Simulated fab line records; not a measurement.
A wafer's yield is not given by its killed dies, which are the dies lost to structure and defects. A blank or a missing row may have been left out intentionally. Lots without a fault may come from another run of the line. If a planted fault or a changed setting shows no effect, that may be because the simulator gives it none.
Split-lot trial    flow sfq-line    5 lots, 23 wafers read, on a route of 325 steps

== THE SPLIT ITSELF ==
At SFQ_TRILAYER_I4_VIA_LITHO_COAT_103 (resist thk 650 nm), the setting spin-rpm was moved away from the recipe's 3000 rpm on 6 of the 23 wafers read, by -6.1% to +4.6%. The other wafers ran this setting at the recipe's value.

Reading taken at the split's own step.

== THE READING ==
KrF_of_TRILAYER_I4_VIA_LITHO_COAT_103.thk-nm (the simulator's own value, which no gauge read), in nm, at SFQ_TRILAYER_I4_VIA_LITHO_COAT_103 (resist thk 650 nm). The file does not state a usual value for it. Here, 17 wafers ran the recipe; their average is 651.5 nm with a standard deviation of 1.3 nm.

wafer   tool, chamber at the split  spin-rpm as run, rpm  against the recipe  KrF_of_TRILAYER_I4_VIA_LITHO_COAT_103.thk-nm, nm  against lot-mates on the recipe
L074.4  litho-track-02, 0           3000                  recipe              651.4                                             -
L074.5  litho-track-02, 0           3000                  recipe              649.3                                             -
L074.6  litho-track-02, 0           3000                  recipe              651.1                                             -
L077.1  litho-track-03, 0           3124                  +4.1%               637                                               -13.4
L077.3  litho-track-03, 0           3000                  recipe              649.8                                             -
L077.4  litho-track-03, 0           3124                  +4.1%               639.8                                             -10.6
L077.5  litho-track-03, 0           3000                  recipe              651.4                                             -
L077.6  litho-track-03, 0           3000                  recipe              650                                               -
L081.1  litho-track-04, 0           3000                  recipe              652.4                                             -
L081.2  litho-track-04, 0           3000                  recipe              652.9                                             -
L081.3  litho-track-04, 0           3000                  recipe              653.7                                             -
L081.4  litho-track-04, 0           3000                  recipe              652.8                                             -
L081.6  litho-track-04, 0           3000                  recipe              651.5                                             -
L084.1  litho-track-02, 0           3137                  +4.6%               637.6                                             -14.4
L084.2  litho-track-02, 0           3000                  recipe              650.9                                             -
L084.3  litho-track-02, 0           3137                  +4.6%               636.4                                             -15.6
L084.5  litho-track-02, 0           3000                  recipe              653.1                                             -
L084.6  litho-track-02, 0           3000                  recipe              652.1                                             -
L085.1  litho-track-04, 0           2817                  -6.1%               671.5                                             +20.4
L085.2  litho-track-04, 0           3000                  recipe              653                                               -
L085.3  litho-track-04, 0           3000                  recipe              649.1                                             -
L085.5  litho-track-04, 0           3000                  recipe              651.3                                             -
L085.6  litho-track-04, 0           2817                  -6.1%               669.8                                             +18.7

FIT RESULTS
A straight line over all 23 wafers: KrF_of_TRILAYER_I4_VIA_LITHO_COAT_103.thk-nm changes by -3.16 nm for each +1% of spin-rpm; r = -0.99; the points scatter about the line by 1.3 nm.
The same after taking each lot's own level away (the mean of its wafers on the recipe; 23 wafers): -3.16 nm for each +1%; r = -0.99; scatter 1.1 nm.
Per that fit: largest spin-rpm move, reading shift of 19 nm.
Measured against the standard deviation above, the lots' own levels, which go from 650.40 to 652.66 nm, span 1.7 times it.
Consequently the slope shifts little with the lot-to-lot level, the two slopes agreeing.
Check: +18.9 nm against its lot-mates is what the line predicts for one of the wafers moved furthest among these (-6.1%) when that wafer is left out of the fit. It came out at +20.4 nm against them.

== ADDITIONAL SPLITS CARRIED BY THESE WAFERS ==
These wafers also went through other splits before the reading. Each is held against what the fit with the lots' levels taken away leaves over:
other split on the same wafers                     wafers away from the commonest value  r with KrF_of_TRILAYER_I4_VIA_LITHO_COAT_103.thk-nm (lot level and that fit taken away)
SFQ_TRILAYER_M2_LITHO_PEB_060 peb-time-s           11                                    -0.04
SFQ_TRILAYER_M3_DEP_SPUTTER_073 power-w            6                                     -0.06
SFQ_TRILAYER_M3_ETCH_METAL_ETCH_078 time-s         8                                     -0.04
SFQ_TRILAYER_I3_VIA_LITHO_PEB_088 peb-temp-c       7                                     +0.22
SFQ_TRILAYER_I3_VIA_BARC_OPEN_VIA_ETCH_121 time-s  7                                     +0.12
SFQ_TRILAYER_M4_LITHO_EXPOSE_094 dose-mj           10                                    +0.30

== THE FILE'S OWN FIT ==
KrF_of_TRILAYER_I4_VIA_LITHO_COAT_103.thk-nm changes by -3.16 nm for each +1% of spin-rpm, r = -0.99.
